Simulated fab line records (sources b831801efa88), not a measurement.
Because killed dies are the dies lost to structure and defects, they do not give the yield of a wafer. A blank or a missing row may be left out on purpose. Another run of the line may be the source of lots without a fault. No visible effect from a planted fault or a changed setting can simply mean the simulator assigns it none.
The tool behind it: which one? | flow gf180mcu | 15 lots, 43 wafers sampled, at 5 steps of a route of 602

WHAT EACH GAUGE READ, for each wafer
GF_HV_LDD_THK_MEAS_57. Usual: HV_LDD_CVD_56_THK gives 89.5 nm (standard deviation 0.76).
lot  | measured     | on            | HV_LDD_CVD_56_THK (nm) | flag
L701 | day 12 22:06 | film-metro-03 | 88.9 89.2 88.9         |
L702 | day 13 03:09 | film-metro-01 | 89.9 89.3 89.3         |
L703 | day 13 20:35 | film-metro-03 | 89.7 89.6 89.9         |
L704 | day 14 01:25 | film-metro-03 | 90.7 90.5 90.3         |
L706 | day 14 13:55 | film-metro-03 | 89.7 90.2 90.3         |
L705 | day 14 14:42 | film-metro-03 | 89.1 90.1 89.6         |
L708 | day 15 06:04 | film-metro-01 | 88.6 89.2 88.2         |
L709 | day 15 14:58 | film-metro-01 | 89.8 90.0              |
L711 | day 16 11:07 | film-metro-03 | 88.8 90.6 90.2         |
L714 | day 17 05:10 | film-metro-03 | 89.1 89.6              |
L720 | day 19 05:09 | film-metro-01 | 89.7 89.6 89.4         |
L721 | day 19 12:08 | film-metro-03 | 90.2 90.5 89.9         |
L722 | day 20 01:52 | film-metro-03 | 91.1 90.6 90.9         |
L723 | day 20 07:42 | film-metro-01 | 90.0 90.0 89.7         |
L724 | day 20 12:34 | film-metro-03 | 90.6 90.5 91.1         |

GF_NSD_CD_MEAS_07 targets a cd of 400 nm. Usual: cd-nm 400.1 nm, standard deviation 2.6.
lot  | measured     | on        | cd-nm (nm)        | flag
L701 | day 13 18:36 | cd-sem-01 | 399.8 399.6 399.6 |
L702 | day 13 23:44 | cd-sem-02 | 402.4 403.1 402.6 |
L703 | day 14 18:02 | cd-sem-02 | 395.2 396.9 394.7 |
L704 | day 14 22:34 | cd-sem-01 | 398.2 400.3 399.1 |
L706 | day 15 11:50 | cd-sem-02 | 402.8 400.1 402.0 |
L705 | day 15 12:47 | cd-sem-02 | 401.3 399.4 400.7 |
L708 | day 16 05:25 | cd-sem-02 | 403.4 406.2 403.2 |
L709 | day 16 13:58 | cd-sem-02 | 396.6 397.5       |
L711 | day 17 09:26 | cd-sem-01 | 401.5 402.8 401.7 |
L714 | day 18 04:31 | cd-sem-02 | 401.7 401.5       |
L720 | day 20 04:49 | cd-sem-02 | 400.7 400.5 400.0 |
L721 | day 20 11:38 | cd-sem-02 | 401.7 400.3 400.9 |
L722 | day 21 02:13 | cd-sem-01 | 399.0 397.8 397.1 |
L723 | day 21 08:17 | cd-sem-02 | 402.0 402.1 401.3 |
L724 | day 21 13:00 | cd-sem-02 | 395.0 397.1 398.0 |

GF_SAB_CD_MEAS_09 targets a cd of 420 nm. Usual: cd-nm 420.8 nm, standard deviation 2.1.
lot  | measured     | on        | cd-nm (nm)        | flag
L701 | day 15 15:36 | cd-sem-02 | 419.3 417.8 416.9 |
L702 | day 15 20:41 | cd-sem-02 | 420.3 423.2 422.0 |
L703 | day 16 17:03 | cd-sem-01 | 419.7 419.9 420.4 |
L704 | day 16 21:21 | cd-sem-01 | 419.6 422.3 420.5 |
L706 | day 17 10:41 | cd-sem-02 | 422.6 421.3 421.4 |
L705 | day 17 14:26 | cd-sem-01 | 421.1 422.1 422.7 |
L708 | day 18 04:13 | cd-sem-01 | 422.1 421.1 419.6 |
L709 | day 18 13:34 | cd-sem-01 | 393.3 392.2       | OFF
L711 | day 19 10:17 | cd-sem-01 | 416.9 387.0 416.1 | OFF
L714 | day 20 05:49 | cd-sem-02 | 388.0 387.5       | OFF
L720 | day 22 06:12 | cd-sem-01 | 419.8 423.4 421.9 |
L721 | day 22 11:56 | cd-sem-01 | 423.5 424.4 423.7 |
L722 | day 23 03:11 | cd-sem-01 | 416.6 418.2 420.5 |
L723 | day 23 08:11 | cd-sem-01 | 420.1 418.4 419.5 |
L724 | day 23 12:19 | cd-sem-01 | 420.5 420.9 419.4 |

TOOL THAT RAN EACH LOT (tool first, then ch and the chambers of the sampled wafers, then the start)
lot  | GF_PSD_RTA_13                    | GF_SAB_EXPOSE_06
L701 | rtp-anneal-01 ch 0, day 14 16:56 | iline-stepper-01 ch 0, day 15 04:11
L702 | rtp-anneal-01 ch 0, day 14 22:10 | iline-stepper-02 ch 0, day 15 09:55
L703 | rtp-anneal-02 ch 0, day 15 17:21 | iline-stepper-01 ch 0, day 16 05:31
L704 | rtp-anneal-01 ch 0, day 15 22:01 | iline-stepper-02 ch 0, day 16 10:05
L706 | rtp-anneal-01 ch 0, day 16 11:25 | iline-stepper-01 ch 0, day 16 23:46
L705 | rtp-anneal-02 ch 0, day 16 15:32 | iline-stepper-02 ch 0, day 17 03:05
L708 | rtp-anneal-02 ch 0, day 17 04:59 | iline-stepper-02 ch 0, day 17 17:13
L709 | rtp-anneal-01 ch 0, day 17 13:56 | iline-stepper-02 ch 0, day 18 01:45
L711 | rtp-anneal-02 ch 0, day 18 10:07 | iline-stepper-02 ch 0, day 18 22:22
L714 | rtp-anneal-01 ch 0, day 19 05:52 | iline-stepper-02 ch 0, day 19 18:50
L720 | rtp-anneal-02 ch 0, day 21 06:04 | iline-stepper-01 ch 0, day 21 18:39
L721 | rtp-anneal-01 ch 0, day 21 12:15 | iline-stepper-02 ch 0, day 22 01:25
L722 | rtp-anneal-02 ch 0, day 22 03:14 | iline-stepper-02 ch 0, day 22 15:10
L723 | rtp-anneal-01 ch 0, day 22 08:45 | iline-stepper-01 ch 0, day 22 21:09
L724 | rtp-anneal-01 ch 0, day 22 13:10 | iline-stepper-02 ch 0, day 23 01:20
- GF_PSD_RTA_13: time 20 s.
- GF_SAB_EXPOSE_06: exposes mask SAB, target cd 420 nm.

WHAT THE TOOLS THEMSELVES READ (means of the sampled wafers that have a number; where no wafer has one, the mark that the record gives instead)
GF_PSD_RTA_13. Usual: lamp-power-pct 34.4 %, standard deviation 1.7; wafer_temp_C_max 1028.3, standard deviation 0.88.
lot  | tool          | lamp-power-pct (%) | wafer_temp_C_max | flag
L701 | rtp-anneal-01 | 35.9               | 1028.5           |
L702 | rtp-anneal-01 | 35.9               | 1028.7           |
L703 | rtp-anneal-02 | 32.4               | 1027.9           |
L704 | rtp-anneal-01 | 35.9               | 1028.9           |
L706 | rtp-anneal-01 | 35.9               | 1028.9           |
L705 | rtp-anneal-02 | 32.4               | 1028.2           |
L708 | rtp-anneal-02 | 32.4               | 1027.9           |
L709 | rtp-anneal-01 | 35.9               | 1028.9           |
L711 | rtp-anneal-02 | 32.4               | 1027.5           |
L714 | rtp-anneal-01 | 35.9               | 1028.7           |
L720 | rtp-anneal-02 | 32.4               | 1027.8           |
L721 | rtp-anneal-01 | 35.9               | 1028.7           |
L722 | rtp-anneal-02 | 32.4               | 1028.2           |
L723 | rtp-anneal-01 | 35.9               | 1029.3           |
L724 | rtp-anneal-01 | 35.9               | 1029.6           |

GF_SAB_EXPOSE_06. Usual: exposure-dose-mJ-cm2 140.02, standard deviation 0.13.
lot  | tool             | exposure-dose-mJ-cm2 | flag
L701 | iline-stepper-01 | 140.11               |
L702 | iline-stepper-02 | 139.86               |
L703 | iline-stepper-01 | 140.06               |
L704 | iline-stepper-02 | 140.15               |
L706 | iline-stepper-01 | 139.94               |
L705 | iline-stepper-02 | 140.01               |
L708 | iline-stepper-02 | 139.98               |
L709 | iline-stepper-02 | 139.88               |
L711 | iline-stepper-02 | 139.88               |
L714 | iline-stepper-02 | 140.04               |
L720 | iline-stepper-01 | 139.94               |
L721 | iline-stepper-02 | 140.18               |
L722 | iline-stepper-02 | 140.01               |
L723 | iline-stepper-01 | 139.89               |
L724 | iline-stepper-02 | 139.85               |

THE ANSWER, worked out from the rows above alone
Rule: a lot counts as off when the mean over its wafers that have a number is more than 3 standard deviations away from the usual mean. Also off: a lot with no number at a reading for which 4 or more lots have one. Any other lot the step has rows for is counted as sound. After the gauges, taken in route order, come the tools' own readings; for these a lot's mean is taken, as printed above. The first step at which some lot is off is used, and at that step the reading that is off furthest; a lot without a number counts as furthest.
Off: L709, L711, L714, at GF_SAB_CD_MEAS_09 (cd-nm).
A tool fits if, at a process step before that reading, it ran every lot that is off, and no sound lot after the first of them. Those tools and the gauges at GF_SAB_CD_MEAS_09 are tried in the same way. Of those tried, none fits.

WHAT HAD BEEN PUT IN BY THE SIMULATOR
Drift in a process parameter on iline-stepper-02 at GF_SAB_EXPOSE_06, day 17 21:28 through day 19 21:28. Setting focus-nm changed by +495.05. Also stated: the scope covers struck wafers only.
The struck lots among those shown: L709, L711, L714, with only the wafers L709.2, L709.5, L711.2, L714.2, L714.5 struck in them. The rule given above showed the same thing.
